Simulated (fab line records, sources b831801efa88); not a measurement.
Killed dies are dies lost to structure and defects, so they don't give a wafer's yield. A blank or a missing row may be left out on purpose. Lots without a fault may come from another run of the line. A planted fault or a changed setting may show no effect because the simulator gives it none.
fab line records | flow sky130
record lots=5 wafers=15 last_day=50
route steps=708 shown GATE_OXIDE@192 POLY_GATE@204 RES_PROTECT@206 PAD_OPEN@708
lots that met no fault: from a run of the same line without faults
start_h: hours from the record's first day to the start of the lot's first wafer shown | wait_h: hours since the lot's step before | " the same as in the row above | L1.1+2: a row that stands for several wafers | - no value, or no start given | * or withheld: withheld | < > ~ a bound
route shown NAME@n: a module of which the file shows steps, and the number in the route of the first | usual: mean/standard deviation of fault-free wafers | same: alike in all rows | chamber/n: place in a boat | sites: the reading at each site | _std_site: their standard deviation | _edge_site: outer sites' mean less inner sites' | radius_mm: how far each site lies from the wafer's centre | mask NAME#n: copy n | behind: the tool/chamber that last shaped the wafer | hold: why the lot was held/for how many hours/how that ended | device: the transistor (n, p or np) that didn't switch | end of line: the same wafers' tests at the end of the route | a step without rows: its recipe alone | killed: dies lost to structure and defects at the first sort, not the wafer's yield | map: a wafer's dies, x killed, . not, _ none there
set.NAME: the setting as run; set.NAME@STEP: as run at that earlier step | model.NAME: the simulator's own value behind a step, which no gauge read
lots at some steps of the route; a table a step, a row a wafer
services: from which hour (start_h, from the record's first day; less than 0 if before it) a tool's chamber was out of use, for how many hours, and why
## steps
# step SKY_GATE_OXIDE_COAT_05
# recipe resist=NOVOLAK spin_rpm=3000 resist_thk_nm=1140
# step SKY_GATE_OXIDE_SOFTBAKE_06
# recipe temp_c=90 time_s=60 resist=NOVOLAK
# step SKY_GATE_OXIDE_EXPOSE_07
# recipe mask_id=LVOM na=0.6 source_shape=conventional sigma_outer=0.6 polarization=unpolarized target_cd_nm=600 dose_mj=170
# step SKY_GATE_OXIDE_PEB_08
# recipe temp_c=withheld time_s=* resist=NOVOLAK
# step SKY_GATE_OXIDE_DEVELOP_09
# recipe resist=NOVOLAK developer=TMAH develop_time_s=60 dev_temp_c=23
# step SKY_GATE_OXIDE_OVL_MEAS_10
# usual GATE_OXIDE_OVL=0.4/1.6
# columns lot.wafer tool chamber start_h wait_h GATE_OXIDE_OVL[nm]
L604.1 overlay-02 - 303.83 0.1 1.8
L604.2 " - " " 1.9
L604.6 " - " " 1.7
L608.1 overlay-02 - 352.85 0.1 0.4
L608.5 " - " " 1.4
L608.6 " - " " -0.1
L617.1 overlay-01 - 420.10 0.1 2.1
L617.4 " - " " 2.6
L617.5 " - " " 0.5
L620.2 overlay-02 - 444.82 0.1 -3.7
L620.4 " - " " -2.9
L620.6 " - " " -2.3
L627.2 overlay-02 - 505.69 0.1 1.7
L627.3 " - " " 0.8
L627.4 " - " " -0.7
# step SKY_GATE_OXIDE_IMPLANT_11
# recipe species=B energy_kev=10 dose_cm2=2.6e+12 tilt_deg=withheld
# step SKY_GATE_OXIDE_WET_ETCH_12
# recipe chemistry=dHF target_depth_nm=16.8 dry=n2_spin target=SiO2 dilution=100:1 temp_c=25 time_s=336
# step SKY_GATE_OXIDE_STRIP_13
# recipe chemistry=O2/N2 power_w=1400 pressure_mtorr=1500 platen_temp_c=withheld o2_flow_sccm=3000 n2_flow_sccm=300 overash_fraction=0.5
# usual drypump_motor_current_A=5.3/0.31 oes_product_au=0.716/0.0046 strip_time_to_endpoint_s=14.18/0.032
# columns lot.wafer tool chamber start_h wait_h drypump_motor_current_A oes_product_au rf_hours_counter_h strip_time_to_endpoint_s
L604.1 plasma_asher-04 0 304.12 0.0 5.1 0.719 62 14.12
L604.2 " 1 " " 5.3 0.714 62 14.16
L604.6 " 1 " " 5.4 0.723 - 14.11
L608.1 plasma_asher-01 1 353.14 0.0 4.9 0.711 54 14.17
L608.5 " 0 " " 5.4 0.711 - 14.18
L608.6 " 1 " " 4.9 0.708 - 14.19
L617.1 plasma_asher-01 1 420.39 0.0 4.9 0.717 60 14.16
L617.4 " 1 " " 4.9 0.716 - 14.22
L617.5 " 1 " " 4.9 0.713 - 14.18
L620.2 plasma_asher-01 1 445.11 0.0 4.8 0.716 63 14.17
L620.4 " 1 " " 4.9 0.719 - 14.21
L620.6 " 0 " " 5.4 0.714 - 14.24
L627.2 plasma_asher-03 0 505.97 0.0 5.6 0.713 38 14.20
L627.3 " 1 " " 5.7 0.715 - 14.22
L627.4 " 0 " " 5.6 0.713 - 14.19
# step SKY_GATE_OXIDE_TW_MEAS_14
# usual GATE_OXIDE_TW=225.6/1.1
# columns lot.wafer tool chamber start_h wait_h GATE_OXIDE_TW
L604.1 film_metro-01 - 304.22 0.1 225.6
L604.2 " - " " 226.6
L604.6 " - " " 227.5
L608.1 film_metro-04 - 353.27 0.1 225.3
L608.5 " - " " 225.8
L608.6 " - " " 224.5
L617.1 film_metro-02 - 420.49 0.1 225.1
L617.4 " - " " 226.9
L617.5 " - " " 225.9
L620.2 film_metro-01 - 445.22 0.1 224.4
L620.4 " - " " 225.7
L620.6 " - " " 225.6
L627.2 film_metro-01 - 506.08 0.1 224.4
L627.3 " - " " 225.1
L627.4 " - " " 224.8
# step SKY_GATE_OXIDE_CLEAN_15
# recipe chemistry=SC1/SC2 mix=1:4:20 temp_c=70 time_s=150 dry=n2_spin
# step SKY_GATE_OXIDE_OXIDATION_16
# recipe temp_c=800 ambient=O2 idle_temp_c=700 ramp_up_c_per_min=10 ramp_down_c_per_min=3 stabilise_s=600 purge_s=300 target_thk_a=35.7 ox_time_s=1915
# step SKY_POLY_GATE_CVD_00
# recipe material=poly-Si target_thk_nm=180 temp_c=620 time_s=720 pressure_mtorr=200
# usual spike_tc_upper_C=620.6/1.3 susceptor_temp_C=620.0/0.32 zone_power_top_pct=22.3/2.5
# columns lot.wafer tool chamber start_h wait_h spike_tc_upper_C susceptor_temp_C zone_power_top_pct model.poly-Si_of_POLY_GATE_CVD_00.thk_nm
L604.1 lpcvd-01 1 306.64 0.0 621.4 620.4 24.9 182.7
L604.2 " 1 " " 621.0 619.9 24.3 182.6
L604.6 " 1 " " 622.4 620.4 24.6 182.8
L608.1 lpcvd-01 1 356.27 0.0 622.9 620.1 25.0 180.1
L608.5 " 1 " " 620.6 620.2 24.7 179.1
L608.6 " 1 " " 622.3 619.5 24.8 179.7
L617.1 lpcvd-01 0 423.03 0.0 619.6 620.1 19.9 180.7
L617.4 " 0 " " 620.5 619.8 19.9 179.9
L617.5 " 0 " " 620.9 620.0 19.7 179.9
L620.2 lpcvd-01 1 446.86 0.0 621.7 620.0 24.9 128.3
L620.4 " 1 " " 622.2 620.0 25.2 127.1
L620.6 " 1 " " 621.9 619.7 25.0 125.8
L627.2 lpcvd-01 1 507.76 0.0 623.2 620.2 24.8 178.7
L627.3 " 1 " " 620.7 619.7 24.8 177.9
L627.4 " 1 " " 621.9 619.7 24.6 179.3
# step SKY_POLY_GATE_THK_MEAS_01
# recipe reads=poly-Si_of_POLY_GATE_CVD_00
# usual POLY_GATE_CVD_00_THK=181.1/1.7
# columns lot.wafer tool chamber start_h wait_h POLY_GATE_CVD_00_THK[nm]
L604.1 film_metro-01 - 307.84 0.0 182.7
L604.2 " - " " 182.5
L604.6 " - " " 182.9
L608.1 film_metro-03 - 357.47 0.0 179.9
L608.5 " - " " 179.0
L608.6 " - " " 179.7
L617.1 film_metro-01 - 424.83 0.0 180.9
L617.4 " - " " 179.9
L617.5 " - " " 180.0
L620.2 film_metro-04 - 448.07 0.0 128.4
L620.4 " - " " 127.0
L620.6 " - " " 125.8
L627.2 film_metro-01 - 508.97 0.0 178.6
L627.3 " - " " 177.8
L627.4 " - " " 179.4
# step SKY_RES_PROTECT_DEHYDRATE_00
# recipe temp_c=200 time_s=60
# step SKY_RES_PROTECT_HMDS_01
# recipe prime_time_s=60 prime_temp_c=120
# step SKY_RES_PROTECT_COAT_02
# recipe resist=NOVOLAK spin_rpm=3000 resist_thk_nm=1140
# step SKY_RES_PROTECT_SOFTBAKE_03
# recipe temp_c=90 time_s=60 resist=NOVOLAK
# step SKY_RES_PROTECT_EXPOSE_04
# recipe mask_id=RPM na=0.6 source_shape=conventional sigma_outer=0.6 polarization=unpolarized target_cd_nm=1270 dose_mj=131
# step SKY_RES_PROTECT_PEB_05
# recipe temp_c=withheld time_s=* resist=NOVOLAK
# step SKY_RES_PROTECT_DEVELOP_06
# recipe resist=NOVOLAK developer=TMAH develop_time_s=60 dev_temp_c=23
# step SKY_POLY_GATE_IMPLANT_02
# recipe species=P energy_kev=30 dose_cm2=7.7e+15 tilt_deg=0
# step SKY_RES_PROTECT_STRIP_07
# recipe chemistry=O2/N2 power_w=1400 pressure_mtorr=1500 platen_temp_c=withheld o2_flow_sccm=3000 n2_flow_sccm=300 overash_fraction=0.5
# usual drypump_motor_current_A=5.54/0.27 oes_product_au=0.518/0.0048 strip_time_to_endpoint_s=23.30/0.051
# columns lot.wafer tool chamber start_h wait_h drypump_motor_current_A oes_product_au rf_hours_counter_h strip_time_to_endpoint_s
L604.1 plasma_asher-03 0 334.10 0.1 5.58 0.515 21 23.27
L604.2 " 1 " " 5.71 0.513 21 23.26
L604.6 " 1 " " 5.70 0.511 - 23.23
L608.1 plasma_asher-03 1 385.60 0.1 5.70 0.522 26 23.30
L608.5 " 1 " " 5.73 0.520 - 23.28
L608.6 " 0 " " 5.63 0.518 - 23.34
L617.1 plasma_asher-03 0 456.15 0.1 5.61 0.521 33 23.23
L617.4 " 1 " " 5.71 0.519 - 23.29
L617.5 " 0 " " 5.62 0.515 - 23.29
L620.2 plasma_asher-03 0 478.91 0.1 5.59 0.522 35 23.26
L620.4 " 1 " " 5.73 0.515 - 23.22
L620.6 " 1 " " 5.71 0.526 - 23.21
L627.2 plasma_asher-02 0 539.01 0.1 5.98 0.512 11 23.39
L627.3 " 1 " " 5.37 0.508 - 23.43
L627.4 " 0 " " 6.00 0.522 - 23.36
# step SKY_RES_PROTECT_TW_MEAS_08
# usual POLY_GATE_TW=4046/32
# columns lot.wafer tool chamber start_h wait_h POLY_GATE_TW
L604.1 film_metro-02 - 334.20 0.1 4042
L604.2 " - " " 4053
L604.6 " - " " 4044
L608.1 film_metro-02 - 385.70 0.1 4080
L608.5 " - " " 4055
L608.6 " - " " 4083
L617.1 film_metro-01 - 456.29 0.1 4077
L617.4 " - " " 4064
L617.5 " - " " 4071
L620.2 film_metro-03 - 479.02 0.1 4014
L620.4 " - " " 4017
L620.6 " - " " 4005
L627.2 film_metro-02 - 539.12 0.1 4097
L627.3 " - " " 4101
L627.4 " - " " 4087
# step SKY_RES_PROTECT_CLEAN_09
# recipe chemistry=SC1/SC2 mix=1:4:20 temp_c=70 time_s=150 dry=n2_spin
# columns lot.wafer tool chamber start_h wait_h model.poly-Si_of_POLY_GATE_CVD_00.thk_nm
L604.1 wet_bench-01 0 334.26 0.1 182.1
L604.2 " 0 " " 182
L604.6 " 0 " " 182.2
L608.1 wet_bench-02 0 385.76 0.1 179.5
L608.5 " 0 " " 178.4
L608.6 " 0 " " 179.1
L617.1 wet_bench-03 0 456.35 0.1 180
L617.4+5 " 0 " " 179.3
L620.2 wet_bench-03 0 479.07 0.0 127.7
L620.4 " 0 " " 126.4
L620.6 " 0 " " 125.2
L627.2 wet_bench-01 3 539.17 0.0 178.1
L627.3 " 3 " " 177.2
L627.4 " 3 " " 178.7
# step SKY_POLY_GATE_CVD_03
# recipe material=Si3N4 precursor=DCS/NH3 target_thk_nm=75 temp_c=770 time_s=1290 pressure_mtorr=250
# step SKY_POLY_GATE_THK_MEAS_04
# recipe reads=Si3N4_of_POLY_GATE_CVD_03
# usual POLY_GATE_CVD_03_THK=74.5/0.51
# columns lot.wafer tool chamber start_h wait_h POLY_GATE_CVD_03_THK[nm]
L604.1 film_metro-01 - 335.79 0.0 74.4
L604.2 " - " " 74.6
L604.6 " - " " 74.6
L608.1 film_metro-03 - 389.50 0.0 74.8
L608.5 " - " " 74.9
L608.6 " - " " 74.7
L617.1 film_metro-01 - 458.48 0.0 74.2
L617.4 " - " " 74.9
L617.5 " - " " 75.2
L620.2 film_metro-04 - 481.17 0.0 74.2
L620.4 " - " " 74.4
L620.6 " - " " 74.6
L627.2 film_metro-01 - 540.60 0.0 73.6
L627.3 " - " " 73.9
L627.4 " - " " 74.0
# step SKY_POLY_GATE_DEHYDRATE_05
# recipe temp_c=200 time_s=60
# step SKY_POLY_GATE_HMDS_06
# recipe prime_time_s=60 prime_temp_c=120
# step SKY_POLY_GATE_COAT_07
# recipe resist=BARC temp_c=withheld time_s=withheld spin_rpm=3000 resist_thk_nm=110
# step SKY_POLY_GATE_COAT_08
# recipe resist=KrF-thick spin_rpm=3000 resist_thk_nm=450
# step SKY_POLY_GATE_SOFTBAKE_09
# recipe temp_c=100 time_s=90 resist=KrF-thick
# step SKY_POLY_GATE_EXPOSE_10
# recipe mask_id=P1M na=0.68 source_shape=conventional sigma_outer=0.6 target_cd_nm=150 dose_mj=28
# step SKY_POLY_GATE_PEB_11
# recipe peb_temp_c=withheld peb_time_s=withheld resist=KrF-thick
# step SKY_POLY_GATE_DEVELOP_12
# recipe develop_time_s=60 resist=KrF-thick dev_temp_c=21
# step SKY_POLY_GATE_CD_MEAS_13
# recipe target_cd_nm=150
# usual cd_nm=150.6/1.2
# columns lot.wafer tool chamber start_h wait_h cd_nm
L604.1 cd_sem-01 - 363.15 - 152.8
L604.2 " - " " 151.7
L604.6 " - " " 152.2
L608.1 cd_sem-01 - 419.23 - 150.0
L608.5 " - " " 150.3
L608.6 " - " " 150.7
L617.1 cd_sem-02 - 490.00 - 150.5
L617.4 " - " " 150.5
L617.5 " - " " 151.5
L620.2 cd_sem-01 - 512.32 - 150.3
L620.4 " - " " 150.4
L620.6 " - " " 150.1
L627.2 cd_sem-02 - 570.42 - 152.0
L627.3 " - " " 150.7
L627.4 " - " " 150.7
# step SKY_POLY_GATE_OVL_MEAS_14
# usual POLY_GATE_OVL=1/5.7
# columns lot.wafer tool chamber start_h wait_h POLY_GATE_OVL[nm]
L604.1 overlay-01 - 363.27 0.1 2
L604.2 " - " " 3
L604.6 " - " " -4
L608.1 overlay-02 - 419.35 0.1 8
L608.5 " - " " 14
L608.6 " - " " 7
L617.1 overlay-02 - 490.12 0.1 -1
L617.4 " - " " 1
L617.5 " - " " 5
L620.2 overlay-02 - 512.43 0.1 1
L620.4 " - " " 10
L620.6 " - " " 6
L627.2 overlay-01 - 570.53 0.1 6
L627.3 " - " " 0
L627.4 " - " " 11
# step SKY_POLY_GATE_ETCH_15
# recipe chemistry=N2/H2 target=BARC ion_energy_ev=200 source_w=500 bias_w=100 pressure_mtorr=30 n2_flow_sccm=100 h2_flow_sccm=200 stop_on=SiO2 time_s=118.5 target_depth_a=1100
# usual drypump_motor_current_A=5.7/0.47 oes_product_au=0.716/0.0048 throttle_valve_pct=13.215/0.0089
# columns lot.wafer tool chamber start_h wait_h drypump_motor_current_A oes_product_au rf_hours_counter_h throttle_valve_pct
L604.1 rie_diel-04 0 363.31 0.0 5.1 0.711 99 13.220
L604.2 " 1 " " 5.8 0.714 2 13.219
L604.6 " 2 " " 5.1 0.710 - 13.200
L608.1 rie_diel-04 0 419.39 0.0 5.1 0.722 100 13.204
L608.5 " 1 " " 5.8 0.721 - 13.217
L608.6 " 2 " " 5.1 0.714 - 13.217
L617.1 rie_diel-02 3 490.16 0.0 5.0 0.717 47 13.211
L617.4 " 1 " " 5.0 0.720 27 13.209
L617.5 " 2 " " 6.0 0.715 - 13.207
L620.2 rie_diel-03 1 512.46 0.0 5.6 0.714 8 13.209
L620.4 " 2 " " 6.2 0.719 - 13.232
L620.6 " 1 " " 5.6 0.721 - 13.207
L627.2 rie_diel-02 3 570.56 0.0 5.0 0.720 48 13.230
L627.3 " 1 " " 5.0 0.726 29 13.218
L627.4 " 2 " " 6.0 0.726 - 13.212
# step SKY_POLY_GATE_ETCH_16
# recipe stop_on=poly-Si chemistry=CH3F/O2 target=Si3N4 source_w=400 bias_w=80 pressure_mtorr=25 ch3f_flow_sccm=40 O2_flow_sccm=30 time_s=147.5 target_depth_a=750
# usual drypump_motor_current_A=5.6/0.47 oes_product_au=0.638/0.0044 throttle_valve_pct=10.535/0.0096
# columns lot.wafer tool chamber start_h wait_h drypump_motor_current_A oes_product_au rf_hours_counter_h throttle_valve_pct
L604.1 rie_diel-04 0 363.39 0.0 5.0 0.638 99 10.523
L604.2 " 1 " " 5.8 0.646 2 10.548
L604.6 " 2 " " 5.1 0.641 - 10.533
L608.1 rie_diel-04 0 419.47 0.0 5.1 0.640 100 10.521
L608.5 " 1 " " 5.8 0.636 - 10.531
L608.6 " 2 " " 5.1 0.640 - 10.519
L617.1 rie_diel-02 3 490.24 0.0 5.0 0.634 47 10.539
L617.4 " 1 " " 5.0 0.644 27 10.535
L617.5 " 2 " " 5.9 0.637 - 10.530
L620.2 rie_diel-03 1 512.54 0.0 5.6 0.637 8 10.530
L620.4 " 2 " " 6.2 0.641 - 10.543
L620.6 " 1 " " 5.6 0.631 - 10.540
L627.2 rie_diel-02 3 570.64 0.0 5.0 0.630 49 10.535
L627.3 " 1 " " 5.0 0.637 29 10.536
L627.4 " 2 " " 5.9 0.641 - 10.526
# step SKY_POLY_GATE_ETCH_17
# recipe target_depth_nm=180 stop_on=SiO2 over_etch_frac=0.56667 chemistry=HBr/Cl2 target=poly-Si icp_w=400 bias_w=100 pressure_mtorr=10 HBr_flow_sccm=150 Cl2_flow_sccm=50 time_s=70.5
# usual drypump_motor_current_A=5.8/0.53 oes_product_au=0.990/0.0069 throttle_valve_pct=33.684/0.0097
# columns lot.wafer tool chamber start_h wait_h drypump_motor_current_A oes_product_au rf_hours_counter_h throttle_valve_pct model.etch.depth_nm model.POLY_GATE.feature_depth_nm
L604.1 rie_si-01 3 363.49 0.0 4.9 0.997 52 33.692 180 180
L604.2 " 2 " " 6.6 0.995 73 33.683 180.1 180.1
L604.6 " 0 " " 6.0 1.000 - 33.679 182.1 182.1
L608.1 rie_si-02 2 419.57 0.0 5.8 0.982 5 33.702 177.6 177.6
L608.5 " 0 " " 6.1 0.974 - 33.684 177.8 177.8
L608.6 " 1 " " 5.3 0.986 - 33.683 178.5 178.5
L617.1 rie_si-02 1 490.34 0.0 5.3 0.985 41 33.684 179.9 179.9
L617.4 " 3 " " 6.2 0.986 3 33.677 179.3 179.3
L617.5 " 2 " " 5.8 0.975 - 33.685 178.6 178.6
L620.2 rie_si-01 0 512.64 0.0 6.1 0.797 5 33.680 127.7 127.7
L620.4 " 0 " " 6.0 0.783 - 33.686 126.4 126.4
L620.6 " 2 " " 6.6 0.778 - 33.670 125.2 125.2
L627.2 rie_si-02 3 570.74 0.0 6.2 0.987 3 33.674 178.1 178.1
L627.3 " 0 " " 6.1 0.976 3 33.677 177.2 177.2
L627.4 " 3 " " 6.2 0.988 - 33.693 178.7 178.7
# step SKY_POLY_GATE_STRIP_18
# recipe chemistry=O2/N2 power_w=1400 pressure_mtorr=1500 platen_temp_c=withheld o2_flow_sccm=3000 n2_flow_sccm=300 overash_fraction=0.5
# usual drypump_motor_current_A=5.4/0.35 oes_product_au=0.360/0.0048 strip_time_to_endpoint_s=3.16/0.032
# columns lot.wafer tool chamber start_h wait_h drypump_motor_current_A oes_product_au rf_hours_counter_h strip_time_to_endpoint_s
L604.1 plasma_asher-02 1 363.54 0.0 5.3 0.355 66 3.15
L604.2 " 0 " " 6.0 0.360 66 3.18
L604.6 " 1 " " 5.3 0.368 - 3.14
L608.1 plasma_asher-02 1 419.62 0.0 5.3 0.358 72 3.15
L608.5 " 1 " " 5.3 0.359 - 3.16
L608.6 " 0 " " 6.0 0.355 - 3.16
L617.1 plasma_asher-02 0 490.39 0.0 6.0 0.360 6 3.18
L617.4 " 1 " " 5.4 0.357 - 3.13
L617.5 " 1 " " 5.4 0.360 - 3.17
L620.2 plasma_asher-02 1 512.69 0.0 5.4 0.356 8 3.09
L620.4 " 0 " " 6.0 0.345 - 3.14
L620.6 " 0 " " 6.0 0.356 - 3.10
L627.2 plasma_asher-04 1 570.79 0.0 5.4 0.367 88 3.23
L627.3 " 0 " " 5.1 0.365 - 3.18
L627.4 " 1 " " 5.4 0.360 - 3.19
# step SKY_PAD_OPEN_PROBE_99
# usual killed_at_M0_to_M3=43/6.9 killed_at_M4_up=3.1/1.8 killed_at_contacts=24/5.1 killed_at_front_end=15/4.8 killed_at_other=0.3/0.48 killed_dies=86/8.9 killed_open=47/6.8 killed_short=39/6.3
# same gross_dies=492 killed_at_back_side=0
# columns lot.wafer tool chamber start_h wait_h killed_at_M0_to_M3 killed_at_M4_up killed_at_contacts killed_at_front_end killed_at_other killed_dies killed_open killed_short model.etest.res_xhigh_po.line_ohm_um model.etest.res_high_po.line_ohm_um model.etest.res_poly.line_ohm_um model.etest.res_xhigh_po.rs_ohm_sq model.etest.tip_sonos.rs_ohm_sq model.etest.res_high_po.rs_ohm_sq model.etest.licon_high_po.rc_ohm model.etest.res_poly.rs_ohm_sq
L604.1 prober-02 - 1069.15 0.1 43 1 25 13 1 83 49 34 5658 723.8 498.4 1978 2808 255.7 347.3 47.4
L604.2 prober-02 - 1069.20 0.1 51 4 23 13 0 91 54 37 5312 712.6 492.2 1858 2748 249.8 332.2 46.24
L604.6 prober-02 - 1069.40 0.2 46 3 16 19 0 84 41 43 5638 732 499 1978 2756 256.5 343 46.85
L608.1 prober-01 - 1114.70 0.1 43 1 26 16 1 87 53 33 5611 739.2 505.2 1980 2727 259.7 341.2 48.16
L608.5 prober-01 - 1114.90 0.2 51 0 18 17 1 87 53 33 5611 739 510.9 1978 2732 264.2 355.9 48.53
L608.6 prober-01 - 1114.95 0.2 51 3 14 14 0 82 40 42 5856 764.6 529.6 2064 2705 265.3 354.5 49.29
L617.1 prober-01 - 1154.33 0.1 58 4 20 16 0 98 55 43 5709 746 516.8 1978 2668 262.7 354.9 48.02
L617.4 prober-01 - 1154.48 0.2 43 6 24 15 1 89 50 39 5724 763.3 528.6 2008 2631 264.1 348.6 48.44
L617.5 prober-01 - 1154.53 0.2 44 2 26 13 1 86 46 40 5807 752.5 524.1 2023 2620 263.4 363.4 48.33
L620.2 prober-02 - 1169.10 0.1 58 4 27 13 0 102 57 45 5060 916.2 679.2 1750 2427 324.4 314 63.28
L620.4 prober-02 - 1169.20 0.2 43 5 16 15 0 79 42 37 5034 941.6 678.3 1790 2413 333.2 319.7 65.14
L620.6 prober-02 - 1169.30 0.2 33 3 32 27 0 95 52 43 5066 948.6 682.7 1776 2408 336.4 328.9 65.32
L627.2 prober-01 - 1197.95 0.1 49 1 26 18 0 94 44 50 5602 732.7 499.3 1984 2538 259 356.8 47.81
L627.3 prober-01 - 1198.00 0.2 50 3 18 18 0 89 47 42 5829 765.4 514.6 2049 2478 268.3 345.1 49.17
L627.4 prober-01 - 1198.05 0.2 35 5 25 17 0 82 42 39 5962 760.9 530.6 2047 2491 264.9 354.3 48.47
# killed by level:class
L604.1 VIA1:geometric_particle:open=12 CONTACT:geometric_particle:open=11 VIA3:geometric_particle:open=9 CONTACT:geometric_particle:short=8 METAL1:geometric_particle:short=7 FIELD_ISO:geometric_particle:open=5 METAL3:geometric_particle:short=4 POLY_GATE:geometric_particle:open=3
L604.2 VIA1:geometric_particle:open=10 VIA2:geometric_particle:open=10 LI_CONTACT:geometric_particle:open=9 CONTACT:geometric_particle:short=6 METAL3:geometric_particle:short=6 CONTACT:geometric_particle:open=5 METAL2:geometric_particle:open=5 VIA3:geometric_particle:open=5
L604.6 METAL2:geometric_particle:short=9 CONTACT:geometric_particle:open=8 VIA1:geometric_particle:open=7 VIA2:geometric_particle:open=7 FIELD_ISO:geometric_particle:open=6 VIA3:geometric_particle:open=5 FIELD_ISO:geometric_particle:short=4 POLY_GATE:geometric_particle:open=4
L608.1 CONTACT:geometric_particle:open=13 METAL2:geometric_particle:short=11 VIA1:geometric_particle:open=9 LI_CONTACT:geometric_particle:open=6 VIA2:geometric_particle:open=6 VIA3:geometric_particle:open=6 POLY_GATE:geometric_particle:short=4 POLY_GATE:geometric_particle:open=4
L608.5 VIA1:geometric_particle:open=10 METAL1:geometric_particle:short=8 VIA3:geometric_particle:open=8 LI_CONTACT:geometric_particle:open=7 VIA2:geometric_particle:open=7 CONTACT:geometric_particle:open=6 FIELD_ISO:geometric_particle:short=5 METAL2:geometric_particle:short=5
L608.6 VIA1:geometric_particle:open=7 CONTACT:geometric_particle:open=7 METAL1:geometric_particle:short=7 VIA1:geometric_particle:short=6 METAL2:geometric_particle:short=6 VIA2:geometric_particle:open=5 VIA3:geometric_particle:open=5 POLY_GATE:geometric_particle:short=4
L617.1 VIA1:geometric_particle:open=16 LI_CONTACT:geometric_particle:open=11 VIA1:geometric_particle:short=7 FIELD_ISO:geometric_particle:short=6 METAL2:geometric_particle:short=6 VIA2:geometric_particle:open=6 VIA3:geometric_particle:open=6 CONTACT:geometric_particle:open=5
L617.4 VIA1:geometric_particle:open=14 CONTACT:geometric_particle:open=10 FIELD_ISO:geometric_particle:short=7 VIA2:geometric_particle:open=7 LI_CONTACT:geometric_particle:open=6 VIA3:geometric_particle:open=6 METAL4:geometric_particle:short=6 POLY_GATE:geometric_particle:short=5
L617.5 CONTACT:geometric_particle:open=11 VIA1:geometric_particle:short=7 VIA2:geometric_particle:open=6 LI_CONTACT:geometric_particle:open=6 VIA1:geometric_particle:open=6 METAL2:geometric_particle:short=6 VIA3:geometric_particle:open=5 POLY_GATE:geometric_particle:open=4
L620.2 VIA1:geometric_particle:open=16 CONTACT:geometric_particle:open=9 METAL3:geometric_particle:short=8 METAL1:geometric_particle:short=7 VIA2:geometric_particle:open=7 METAL2:geometric_particle:short=6 VIA3:geometric_particle:open=5 LI_CONTACT:geometric_particle:open=5
L620.4 VIA3:geometric_particle:open=8 VIA2:geometric_particle:open=7 CONTACT:geometric_particle:open=6 LI_CONTACT:geometric_particle:open=5 VIA1:geometric_particle:open=5 POLY_GATE:geometric_particle:open=4 VIA2:geometric_particle:short=4 POLY_GATE:geometric_particle:short=4
L620.6 VIA2:geometric_particle:open=11 LI_CONTACT:geometric_particle:open=9 CONTACT:geometric_particle:short=9 POLY_GATE:geometric_particle:open=7 CONTACT:geometric_particle:open=6 FIELD_ISO:geometric_particle:open=5 POLY_GATE:geometric_particle:short=5 LOCAL_INTERCONNECT:geometric_particle:short=5
L627.2 METAL2:geometric_particle:short=11 VIA1:geometric_particle:open=8 LOCAL_INTERCONNECT:geometric_particle:short=7 METAL1:geometric_particle:short=6 CONTACT:geometric_particle:open=6 CONTACT:geometric_particle:short=5 VIA2:geometric_particle:open=5 VIA3:geometric_particle:open=5
L627.3 VIA1:geometric_particle:open=10 CONTACT:geometric_particle:open=8 METAL2:geometric_particle:short=8 METAL1:geometric_particle:short=7 METAL3:geometric_particle:short=6 FIELD_ISO:geometric_particle:open=5 VIA3:geometric_particle:open=5 VIA2:geometric_particle:open=5
L627.4 VIA1:geometric_particle:open=9 LI_CONTACT:geometric_particle:open=8 METAL2:geometric_particle:short=7 FIELD_ISO:geometric_particle:short=6 POLY_GATE:geometric_particle:short=6 CONTACT:geometric_particle:open=6 VIA2:geometric_particle:open=6 VIA3:geometric_particle:open=5
## services
# columns tool chamber start_h hours kind
rie_si-01 0 282.22 3.1 repair
rie_diel-04 3 288.27 4.8 repair
rie_si-01 3 290.90 11.3 repair
rie_si-01 0 292.85 3.0 repair
rie_diel-02 0 297.53 28.9 repair
rie_si-01 - 313.35 2.8 pm
rie_diel-02 - 322.08 2.7 repair
plasma_asher-03 - 322.17 3.6 repair
lpcvd-01 - 332.62 0.6 repair
rie_si-02 - 335.79 2.8 pm
plasma_asher-03 - 340.89 4.2 repair
rie_diel-02 2 357.06 22.8 repair
lpcvd-01 - 374.37 2.0 repair
rie_diel-03 0 383.79 1.6 repair
lpcvd-01 - 408.42 6.0 pm
plasma_asher-01 - 408.61 0.6 repair
plasma_asher-02 - 421.25 9.0 pm
rie_diel-04 - 434.17 14.6 pm
rie_diel-02 0 435.25 7.2 repair
lpcvd-01 - 443.75 2.1 repair
rie_diel-04 0 459.46 9.3 repair
lpcvd-01 - 488.09 1.3 repair
rie_si-02 1 497.89 2.1 repair
lpcvd-01 - 518.11 14.6 pm
## key
first_sign step=SKY_POLY_GATE_THK_MEAS_01 reading=POLY_GATE_CVD_00_THK direction=down sigmas=31 usual=181.1 struck=127.1
effect step=SKY_POLY_GATE_ETCH_17 reading=oes_product_au direction=down sigmas=30 usual=0.990 struck=0.786
model_effect step=SKY_POLY_GATE_CVD_00 value=poly-Si_of_POLY_GATE_CVD_00.thk_nm without=180.9 struck=127.1
model_effect step=SKY_RES_PROTECT_CLEAN_09 value=poly-Si_of_POLY_GATE_CVD_00.thk_nm without=180.3 struck=126.4
model_effect step=SKY_POLY_GATE_ETCH_17 value=etch.depth_nm without=180.2 struck=126.4
model_effect step=SKY_PAD_OPEN_PROBE_99 value=etest.res_xhigh_po.line_ohm_um without=5525 struck=5053
met_at SKY_POLY_GATE_CVD_00
struck_wafers L620.2,L620.4,L620.6
tester_left_out L620
onset_between 356.27 446.86
also_fits SKY_GATE_OXIDE_STRIP_13:plasma_asher-01
fault kind=process_parameter_drift tool=lpcvd-01 chamber=1 onset_h=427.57 steps=SKY_POLY_GATE_CVD_00 channel=target_thk_nm offset=-53.839 shape=step end_h=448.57 stated=180
# tester_left_out: of these lots the tester's yield and bins aren't shown, on N5 and GAA mostly nor the transistor test; their killed dies are dies lost to structure and defects alone, not to doping, threshold or leakage, so they don't give the yield
